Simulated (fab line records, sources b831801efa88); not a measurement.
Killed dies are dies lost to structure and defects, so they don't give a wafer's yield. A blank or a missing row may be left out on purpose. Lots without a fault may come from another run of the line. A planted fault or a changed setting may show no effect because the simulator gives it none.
Which tool did it? | flow sky130 | 14 lots, 42 wafers sampled, at 4 steps of a route of 708

WHAT THE GAUGES READ, wafer by wafer
SKY_LI_CONTACT_BOW_MEAS_03. Usual: LI_CONTACT_BOW 55 um, standard deviation 6.7.
lot  | measured     | on            | LI_CONTACT_BOW (um) | flag
L823 | day 28 06:53 | film_metro-04 | 53 52 64            |
L824 | day 28 07:10 | film_metro-03 | 65 67 52            |
L825 | day 28 20:37 | film_metro-04 | 56 59 46            |
L826 | day 29 02:35 | film_metro-02 | 62 60 61            |
L836 | day 32 14:23 | film_metro-03 | 44 64 44            |
L837 | day 32 15:40 | film_metro-04 | 61 60 53            |
L839 | day 33 12:35 | film_metro-04 | 59 70 46            |
L840 | day 33 15:55 | film_metro-02 | 55 52 37            |
L841 | day 33 23:58 | film_metro-04 | 66 68 57            |
L842 | day 34 16:28 | film_metro-03 | 54 53 53            |
L843 | day 34 17:47 | film_metro-02 | 55 53 54            |
L844 | day 34 22:20 | film_metro-04 | 52 62 57            |
L845 | day 35 00:13 | film_metro-02 | 59 43 39            |
L846 | day 35 20:25 | film_metro-03 | 47 55 51            |

WHICH TOOL RAN EACH LOT (tool, then ch and the chambers of the sampled wafers, then the start)
lot  | SKY_RES_XHIGH_STRIP_08               | SKY_SD_N_STRIP_11                    | SKY_LI_CONTACT_CMP_02
L823 | plasma_asher-01 ch 0,1, day 27 00:32 | plasma_asher-01 ch 0,1, day 28 05:38 | cmp-01 ch 0,1,2, day 28 06:34
L824 | plasma_asher-03 ch 0,1, day 27 00:41 | plasma_asher-02 ch 0,1, day 28 05:44 | cmp-01 ch 0,1,2, day 28 06:58
L825 | plasma_asher-01 ch 0,1, day 27 14:29 | plasma_asher-02 ch 0,1, day 28 19:23 | cmp-01 ch 0,1,2, day 28 20:22
L826 | plasma_asher-03 ch 0,1, day 27 21:10 | plasma_asher-03 ch 0,1, day 29 01:20 | cmp-01 ch 1,3, day 29 02:19
L836 | plasma_asher-01 ch 0,1, day 31 09:28 | plasma_asher-03 ch 0,1, day 32 13:08 | cmp-01 ch 1,3, day 32 14:08
L837 | plasma_asher-01 ch 0,1, day 31 11:13 | plasma_asher-01 ch 0,1, day 32 14:26 | cmp-02 ch 0,1,3, day 32 15:26
L839 | plasma_asher-03 ch 0,1, day 32 08:17 | plasma_asher-02 ch 0,1, day 33 11:20 | cmp-01 ch 0,1,3, day 33 12:19
L840 | plasma_asher-04 ch 0, day 32 12:11   | plasma_asher-03 ch 0,1, day 33 14:41 | cmp-02 ch 0,1,3, day 33 15:37
L841 | plasma_asher-03 ch 0,1, day 32 19:55 | plasma_asher-02 ch 0,1, day 33 22:44 | cmp-01 ch 2,3, day 33 23:43
L842 | plasma_asher-01 ch 0,1, day 33 12:29 | plasma_asher-02 ch 0,1, day 34 15:14 | cmp-01 ch 1,2, day 34 16:13
L843 | plasma_asher-04 ch 0,1, day 33 13:59 | plasma_asher-02 ch 0,1, day 34 16:32 | cmp-02 ch 0,1, day 34 17:28
L844 | plasma_asher-01 ch 0,1, day 33 18:26 | plasma_asher-03 ch 0,1, day 34 21:05 | cmp-01 ch 0,2,3, day 34 22:01
L845 | plasma_asher-04 ch 0,1, day 33 20:37 | plasma_asher-02 ch 0,1, day 34 22:59 | cmp-01 ch 0,1,3, day 34 23:52
L846 | plasma_asher-01 ch 0,1, day 34 16:47 | plasma_asher-01 ch 0,1, day 35 19:11 | cmp-02 ch 0,1, day 35 20:07
- SKY_RES_XHIGH_STRIP_08: strips in O2/N2.
- SKY_SD_N_STRIP_11: strips in O2/N2.
- SKY_LI_CONTACT_CMP_02: polishes PSG.

WHAT THE TOOLS THEMSELVES READ (means of the sampled wafers that have a number; where no wafer has one, the mark that the record gives instead)
SKY_RES_XHIGH_STRIP_08. Usual: drypump_motor_current_A 5.7 A, standard deviation 0.32; oes_product_au 0.711 a.u., standard deviation 0.0046; strip_time_to_endpoint_s 14.28 s, standard deviation 0.036.
lot  | tool            | drypump_motor_current_A (A) | oes_product_au (a.u.) | strip_time_to_endpoint_s (s) | flag
L823 | plasma_asher-01 | 6.0                         | 0.714                 | 14.26                        |
L824 | plasma_asher-03 | 5.4                         | 0.709                 | 14.32                        |
L825 | plasma_asher-01 | 6.0                         | 0.708                 | 14.30                        |
L826 | plasma_asher-03 | 5.4                         | 0.709                 | 14.22                        |
L836 | plasma_asher-01 | 6.0                         | 0.709                 | 14.31                        |
L837 | plasma_asher-01 | 5.9                         | 0.710                 | 14.25                        |
L839 | plasma_asher-03 | 5.5                         | 0.714                 | 14.27                        |
L840 | plasma_asher-04 | 5.2                         | 0.710                 | 14.31                        |
L841 | plasma_asher-03 | 5.4                         | 0.712                 | 14.36                        |
L842 | plasma_asher-01 | 5.8                         | 0.709                 | 14.26                        |
L843 | plasma_asher-04 | 5.4                         | 0.706                 | 14.30                        |
L844 | plasma_asher-01 | 5.8                         | 0.708                 | 14.30                        |
L845 | plasma_asher-04 | 5.5                         | 0.711                 | 14.30                        |
L846 | plasma_asher-01 | 5.9                         | 0.714                 | 14.30                        |

SKY_SD_N_STRIP_11. Usual: drypump_motor_current_A 6.0 A, standard deviation 0.43; oes_product_au 0.527 a.u., standard deviation 0.0049; strip_time_to_endpoint_s 22.52 s, standard deviation 0.046.
lot  | tool            | drypump_motor_current_A (A) | oes_product_au (a.u.) | strip_time_to_endpoint_s (s) | flag
L823 | plasma_asher-01 | 5.9                         | 0.526                 | 22.53                        |
L824 | plasma_asher-02 | 6.4                         | 0.529                 | 22.49                        |
L825 | plasma_asher-02 | 6.4                         | 0.528                 | 22.54                        |
L826 | plasma_asher-03 | 5.4                         | 0.524                 | 22.51                        |
L836 | plasma_asher-03 | 5.4                         | 0.523                 | 22.51                        |
L837 | plasma_asher-01 | 6.0                         | 0.529                 | 22.59                        |
L839 | plasma_asher-02 | 6.4                         | 0.528                 | 22.50                        |
L840 | plasma_asher-03 | 5.4                         | 0.531                 | 22.50                        |
L841 | plasma_asher-02 | 6.4                         | 0.532                 | 22.61                        |
L842 | plasma_asher-02 | 6.4                         | 0.524                 | 22.51                        |
L843 | plasma_asher-02 | 6.4                         | 0.528                 | 22.53                        |
L844 | plasma_asher-03 | 5.5                         | 0.527                 | 22.57                        |
L845 | plasma_asher-02 | 6.4                         | 0.526                 | 22.51                        |
L846 | plasma_asher-01 | 6.0                         | 0.528                 | 22.53                        |

SKY_LI_CONTACT_CMP_02. Usual: motor_current_A 12.7 A, standard deviation 1.1; slurry_filter_dp_kPa 13.49 kPa, standard deviation 0.12; time_to_endpoint_s 30.2 s, standard deviation 2.4.
lot  | tool   | motor_current_A (A) | slurry_filter_dp_kPa (kPa) | time_to_endpoint_s (s) | flag
L823 | cmp-01 | 13.3                | 13.54                      | 29.8                   |
L824 | cmp-01 | 13.1                | 13.52                      | 32.2                   |
L825 | cmp-01 | 13.1                | 13.47                      | 17.0                   | OFF
L826 | cmp-01 | 12.0                | 13.41                      | 17.3                   | OFF
L836 | cmp-01 | 12.0                | 13.50                      | 29.2                   |
L837 | cmp-02 | 12.6                | 13.43                      | 31.3                   |
L839 | cmp-01 | 12.9                | 13.38                      | 35.2                   |
L840 | cmp-02 | 12.4                | 13.47                      | 32.9                   |
L841 | cmp-01 | 12.1                | 13.60                      | 29.1                   |
L842 | cmp-01 | 12.7                | 13.66                      | 30.0                   |
L843 | cmp-02 | 12.8                | 13.58                      | 30.5                   |
L844 | cmp-01 | 13.0                | 13.54                      | 32.0                   |
L845 | cmp-01 | 13.0                | 13.52                      | 30.5                   |
L846 | cmp-02 | 12.9                | 13.62                      | 31.6                   |

THE ANSWER, worked out from the rows above alone
Rule: a lot is off if the mean of its wafers that have a number lies more than 3 standard deviations from the usual mean. A lot without any number at a reading at which 4 lots or more have one is off too. The other lots that the step has rows for count as sound. The gauges are gone through in route order, then the tools' own readings, and for those a lot's mean is taken as printed above. The first step at which some lot is off is used, and at that step the reading that is off furthest; a lot without a number counts as furthest.
Off: L825, L826, at SKY_LI_CONTACT_CMP_02 (time_to_endpoint_s).
A tool fits if, at that step or a process step before it, it ran every lot that is off, and no sound lot after the first of them. None of those tried fits.

WHAT THE SIMULATOR HAD PUT IN
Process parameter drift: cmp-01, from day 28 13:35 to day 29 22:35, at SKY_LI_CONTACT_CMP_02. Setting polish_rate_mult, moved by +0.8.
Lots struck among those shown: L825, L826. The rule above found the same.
